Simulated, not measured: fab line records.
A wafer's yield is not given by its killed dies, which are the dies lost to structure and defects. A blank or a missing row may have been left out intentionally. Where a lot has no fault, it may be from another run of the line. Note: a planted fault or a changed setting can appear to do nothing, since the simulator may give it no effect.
fab line records	flow gf180mcu
record lots=13	wafers=39	lastDay=34
route steps=602 shown HV_LDD@187 NSD@245 SAB@274
lots that met no fault: from a run of the same line without faults
startH: start of the lot's first displayed wafer, in hours after the record's first day	waitH: time in hours since the lot's previous step	" the same as in the row above	L1.1+2: a single row standing in for several wafers	- either no value or no given start	* or withheld: withheld	< > ~ a bound
route shown NAME@n: a module of which the file shows steps, and the number in the route of the first	usual: mean/standard deviation taken from wafers without a fault	same: alike in all rows	chamber/n: place in a boat	sites: the reading at each site	_std_site: the values' standard deviation	_edge_site: mean of outer sites minus mean of inner sites	radiusMm: for every site, how far away it sits from the centre of the wafer	mask NAME#n: copy n	behind: tool/chamber where the wafer was last shaped	hold: reason for holding the lot/hours on hold/outcome of the hold	device: names the non-switching transistor (n, p or np)	end of line: the same wafers' tests at the end of the route	a step with no rows: only its recipe	killed: the dies lost at the first sort to structure and to defects; this is not the yield of the wafer	map: shows each die of a wafer: x if killed, . if not, _ if none is there
set.NAME: setting as actually run; set.NAME@STEP: the setting as run at that earlier step	model.NAME: the simulator's own value behind a step, which no gauge read
one table for each step of the route and one row for each wafer, over a sample of lots
services: a tool's chamber out of use, with start hour (startH, from the record's first day; less than 0 if before it), hours out, and reason
## steps
# step GF_HV_LDD_TW_MEAS_11
# usual HV_LDD_TW=2443/22
lot.wafer	tool	chamber	startH	waitH	HV_LDD_TW
L282.1	filmMetro-02	-	222.29	0.1	2440
L282.2	"	-	"	"	2442
L282.4	"	-	"	"	2455
L283.1	filmMetro-03	-	228.69	0.1	2416
L283.4	"	-	"	"	2425
L283.5	"	-	"	"	2436
L285.3	filmMetro-04	-	247.83	0.1	2438
L285.4	"	-	"	"	2447
L285.5	"	-	"	"	2441
L289.3	filmMetro-04	-	276.92	0.1	2488
L289.5	"	-	"	"	2489
L289.6	"	-	"	"	2484
L291.3	filmMetro-03	-	289.46	0.1	2452
L291.4	"	-	"	"	2441
L291.6	"	-	"	"	2454
L292.4	filmMetro-03	-	299.33	0.1	2438
L292.5	"	-	"	"	2436
L292.6	"	-	"	"	2432
L294.1	filmMetro-03	-	310.55	0.1	2442
L294.3	"	-	"	"	2456
L294.5	"	-	"	"	2457
L295.1	filmMetro-03	-	315.45	0.1	2423
L295.3	"	-	"	"	2416
L295.4	"	-	"	"	2418
L296.1	filmMetro-04	-	329.99	0.1	2469
L296.2	"	-	"	"	2495
L296.3	"	-	"	"	2483
L297.3	filmMetro-03	-	333.41	0.1	2413
L297.5	"	-	"	"	2403
L297.6	"	-	"	"	2411
L302.2	filmMetro-02	-	375.70	0.1	2442
L302.4	"	-	"	"	2445
L302.6	"	-	"	"	2447
L303.1	filmMetro-02	-	379.29	0.1	2441
L303.2	"	-	"	"	2431
L303.5	"	-	"	"	2435
L304.1	filmMetro-02	-	390.59	0.1	2451
L304.3	"	-	"	"	2448
L304.6	"	-	"	"	2443
# step GF_HV_LDD_ETCHBACK_58
# recipe chemistry=CH3F/O2	target=Si3N4	stopOn=SiO2	sourceW=400	biasW=80	pressureMtorr=25	ch3fFlowSccm=40	O2_flow_sccm=30	timeS=100	targetDepthA=900
# usual chamberPressureMTorr=25.002/0.022	drypumpMotorCurrentA=5.4/0.36	oesProductAu=0.842/0.0065	throttleValvePct=10.561/0.0091
lot.wafer	tool	chamber	startH	waitH	chamberPressureMTorr	drypumpMotorCurrentA	oesProductAu	rfHoursCounterH	throttleValvePct
L282.1	rieDiel-01	3	281.86	0.1	25.022	5.8	0.838	53	10.573
L282.2	"	0	"	"	24.986	5.4	0.840	51	10.559
L282.4	"	0	"	"	25.030	5.4	0.838	-	10.553
L283.1	rieDiel-03	1	288.91	0.1	24.979	4.7	0.835	15	10.581
L283.4	"	3	"	"	25.012	5.3	0.841	3	10.570
L283.5	"	3	"	"	24.996	5.3	0.839	-	10.555
L285.3	rieDiel-01	0	310.56	0.0	24.993	5.4	0.836	52	10.574
L285.4	"	2	"	"	25.015	5.5	0.839	-	10.550
L285.5	"	0	"	"	24.990	5.4	0.832	-	10.560
L289.3	rieDiel-01	2	341.86	0.0	25.034	5.5	0.836	1	10.564
L289.5	"	1	"	"	24.994	5.5	0.843	-	10.574
L289.6	"	0	"	"	25.031	5.4	0.837	-	10.562
L291.3	rieDiel-03	2	355.86	0.0	24.970	5.3	0.845	45	10.551
L291.4	"	1	"	"	25.025	4.8	0.846	17	10.572
L291.6	"	1	"	"	25.019	4.8	0.847	-	10.564
L292.4	rieDiel-01	0	366.85	0.0	24.991	5.5	0.842	54	10.558
L292.5	"	2	"	"	25.009	5.6	0.839	-	10.554
L292.6	"	3	"	"	25.012	5.8	0.846	-	10.549
L294.1	rieDiel-02	0	378.62	0.1	24.971	5.8	0.841	4	10.560
L294.3	"	3	"	"	25.005	6.4	0.847	0	10.562
L294.5	"	1	"	"	24.986	6.1	0.850	-	10.563
L295.1	rieDiel-03	1	385.29	0.1	25.000	4.8	0.851	17	10.559
L295.3	"	2	"	"	24.971	5.3	0.848	46	10.575
L295.4	"	0	"	"	25.022	5.3	0.856	90	10.551
L296.1	rieDiel-02	3	400.92	0.1	25.020	6.4	0.848	1	10.558
L296.2	"	1	"	"	25.016	6.1	0.837	90	10.576
L296.3	"	0	"	"	24.995	5.7	0.839	4	10.568
L297.3	rieDiel-01	2	403.43	0.0	25.031	5.5	0.849	3	10.573
L297.5	"	1	"	"	24.995	5.5	0.853	-	10.557
L297.6	"	2	"	"	25.007	5.5	0.845	-	10.562
L302.2	rieDiel-02	1	449.93	0.0	24.993	6.0	0.850	91	10.554
L302.4	"	2	"	"	25.004	4.9	0.853	19	10.550
L302.6	"	0	"	"	24.987	5.7	0.833	-	10.565
L303.1	rieDiel-01	2	456.48	0.1	25.014	5.5	0.842	5	10.562
L303.2	"	1	"	"	25.027	5.5	0.849	4	10.547
L303.5	"	2	"	"	24.976	5.5	0.852	-	10.573
L304.1	rieDiel-01	0	466.77	0.1	24.962	5.4	0.847	57	10.567
L304.3	"	1	"	"	24.994	5.5	0.844	4	10.564
L304.6	"	1	"	"	24.990	5.5	0.845	-	10.560
# step GF_NSD_IMPLANT_10
# recipe species=P	energyKev=40	doseCm2=5e+14	tiltDeg=7
# usual tiltDeg=7.003/0.019
lot.wafer	tool	chamber	startH	waitH	tiltDeg
L282.1	implanter-03	0	302.11	0.1	7.016
L282.2	"	0	"	"	7.027
L282.4	"	0	"	"	7.009
L283.1	implanter-02	0	309.81	0.1	6.978
L283.4	"	0	"	"	7.013
L283.5	"	0	"	"	6.995
L285.3	implanter-04	0	332.11	0.1	7.020
L285.4	"	0	"	"	7.014
L285.5	"	0	"	"	6.992
L289.3	implanter-03	0	363.14	0.1	7.026
L289.5	"	0	"	"	7.002
L289.6	"	0	"	"	7.026
L291.3	implanter-02	0	377.66	0.1	7.046
L291.4	"	0	"	"	7.032
L291.6	"	0	"	"	7.040
L292.4	implanter-02	0	389.01	0.1	7.024
L292.5	"	0	"	"	7.003
L292.6	"	0	"	"	6.991
L294.1	implanter-03	0	401.14	0.1	9.427
L294.3	"	0	"	"	9.463
L294.5	"	0	"	"	9.443
L295.1	implanter-02	0	408.31	0.1	6.999
L295.3	"	0	"	"	7.020
L295.4	"	0	"	"	7.018
L296.1	implanter-03	0	424.14	0.1	9.429
L296.2	"	0	"	"	9.422
L296.3	"	0	"	"	9.383
L297.3	implanter-02	0	427.29	0.1	6.987
L297.5	"	0	"	"	6.987
L297.6	"	0	"	"	7.008
L302.2	implanter-02	0	473.76	0.1	7.001
L302.4	"	0	"	"	6.987
L302.6	"	0	"	"	6.982
L303.1	implanter-02	0	480.51	0.1	7.005
L303.2	"	0	"	"	6.998
L303.5	"	0	"	"	7.018
L304.1	implanter-03	0	490.09	0.1	6.992
L304.3	"	0	"	"	7.006
L304.6	"	0	"	"	6.995
# step GF_PSD_RS_MEAS_14
# recipe thkMeasGauge=four-point-probe
# usual NSD_RS=46.10/0.092
lot.wafer	tool	chamber	startH	waitH	NSD_RS[ohm/sq]
L282.1	filmMetro-02	-	322.86	0.1	46.08
L282.2	"	-	"	"	45.98
L282.4	"	-	"	"	46.02
L283.1	filmMetro-02	-	331.64	0.1	46.07
L283.4	"	-	"	"	46.12
L283.5	"	-	"	"	46.01
L285.3	filmMetro-01	-	353.79	0.1	46.16
L285.4	"	-	"	"	46.08
L285.5	"	-	"	"	46.20
L289.3	filmMetro-01	-	386.49	0.1	46.08
L289.5	"	-	"	"	46.00
L289.6	"	-	"	"	46.18
L291.3	filmMetro-02	-	400.98	0.1	46.08
L291.4	"	-	"	"	46.10
L291.6	"	-	"	"	46.30
L292.4	filmMetro-02	-	412.21	0.1	46.05
L292.5	"	-	"	"	46.23
L292.6	"	-	"	"	46.02
L294.1	filmMetro-03	-	425.38	0.1	46.43
L294.3	"	-	"	"	46.37
L294.5	"	-	"	"	46.31
L295.1	filmMetro-03	-	433.03	0.1	46.28
L295.3	"	-	"	"	46.12
L295.4	"	-	"	"	46.17
L296.1	filmMetro-01	-	448.98	0.1	46.47
L296.2	"	-	"	"	46.52
L296.3	"	-	"	"	46.36
L297.3	filmMetro-01	-	452.69	0.1	46.18
L297.5	"	-	"	"	46.14
L297.6	"	-	"	"	46.13
L302.2	filmMetro-03	-	498.17	0.1	46.14
L302.4	"	-	"	"	46.01
L302.6	"	-	"	"	46.15
L303.1	filmMetro-02	-	504.19	0.1	45.92
L303.2	"	-	"	"	45.98
L303.5	"	-	"	"	45.96
L304.1	filmMetro-03	-	514.34	0.1	46.06
L304.3	"	-	"	"	46.11
L304.6	"	-	"	"	46.20
# step GF_SAB_OVL_MEAS_10
# usual SAB_OVL=0.9/1.3
lot.wafer	tool	chamber	startH	waitH	SAB_OVL[nm]
L282.1	overlay-02	-	343.92	0.1	1.2
L282.2	"	-	"	"	-1.2
L282.4	"	-	"	"	0.0
L283.1	overlay-02	-	352.67	0.1	0.7
L283.4	"	-	"	"	0.3
L283.5	"	-	"	"	-0.5
L285.3	overlay-01	-	375.78	0.1	0.0
L285.4	"	-	"	"	2.0
L285.5	"	-	"	"	2.0
L289.3	overlay-02	-	409.48	0.1	2.3
L289.5	"	-	"	"	2.4
L289.6	"	-	"	"	2.4
L291.3	overlay-01	-	424.18	0.1	1.9
L291.4	"	-	"	"	0.8
L291.6	"	-	"	"	2.3
L292.4	overlay-02	-	436.03	0.1	1.4
L292.5	"	-	"	"	0.2
L292.6	"	-	"	"	-0.3
L294.1	overlay-01	-	450.07	0.1	3.5
L294.3	"	-	"	"	2.3
L294.5	"	-	"	"	2.6
L295.1	overlay-01	-	457.42	0.1	-1.5
L295.3	"	-	"	"	0.8
L295.4	"	-	"	"	1.5
L296.1	overlay-01	-	472.62	0.1	0.8
L296.2	"	-	"	"	0.6
L296.3	"	-	"	"	2.9
L297.3	overlay-01	-	477.22	0.1	2.4
L297.5	"	-	"	"	3.6
L297.6	"	-	"	"	3.6
L302.2	overlay-01	-	521.46	0.1	0.4
L302.4	"	-	"	"	-0.1
L302.6	"	-	"	"	0.7
L303.1	overlay-01	-	527.77	0.1	1.0
L303.2	"	-	"	"	3.6
L303.5	"	-	"	"	1.9
L304.1	overlay-01	-	537.81	0.1	-0.4
L304.3	"	-	"	"	-0.2
L304.6	"	-	"	"	1.1
## services
tool	chamber	startH	hours	kind
rieDiel-02	-	280.27	0.2	repair
rieDiel-01	-	288.82	15.6	pm
rieDiel-02	0	291.63	3.8	repair
rieDiel-03	3	296.99	2.0	repair
implanter-04	-	315.33	1.6	repair
implanter-03	-	375.28	6.8	repair
rieDiel-01	0	384.00	1.2	repair
implanter-02	-	393.07	3.0	pm
implanter-02	-	396.21	2.8	repair
implanter-02	-	396.74	4.7	repair
implanter-03	-	411.42	5.4	pm
rieDiel-02	0	414.67	7.1	repair
rieDiel-03	1	418.18	16.9	repair
implanter-03	-	436.73	3.7	pm
implanter-03	-	448.52	1.2	repair
rieDiel-02	0	454.56	10.1	repair
implanter-02	-	456.83	2.2	repair
rieDiel-03	3	460.31	14.9	repair
rieDiel-01	-	461.48	2.8	pm
rieDiel-01	-	475.20	3.4	repair
rieDiel-01	1	480.01	3.0	repair
rieDiel-01	3	486.49	6.2	repair
implanter-02	-	488.00	3.5	repair
rieDiel-01	2	488.60	19.9	repair
## key
firstSign step=GF_NSD_IMPLANT_10	reading=tiltDeg	direction=up	sigmas=99+	usual=7.003	struck=9.428
effect step=GF_PSD_RS_MEAS_14	reading=NSD_RS	direction=up	sigmas=3.4	usual=46.10	struck=46.41
metAt GF_NSD_IMPLANT_10
struckLots L294,L296
testerLeftOut L294,L296
notActingAt GF_HV_LDD_TW_MEAS_11,GF_HV_LDD_ETCHBACK_58,GF_SAB_OVL_MEAS_10
onsetBetween 363.14 401.14
fault kind=processParameterDrift	tool=implanter-03	chamber=-	onsetH=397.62	steps=GF_NSD_IMPLANT_10	channel=tiltDeg	offset=2.4378	shape=step	endH=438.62	actsIn=theseRecipesOnly	stated=7
# testerLeftOut: of these lots the tester's yield and bins aren't shown, on N5 and GAA mostly nor the transistor test; their killed dies are dies lost to structure and defects alone, not to doping, threshold or leakage, so they don't give the yield
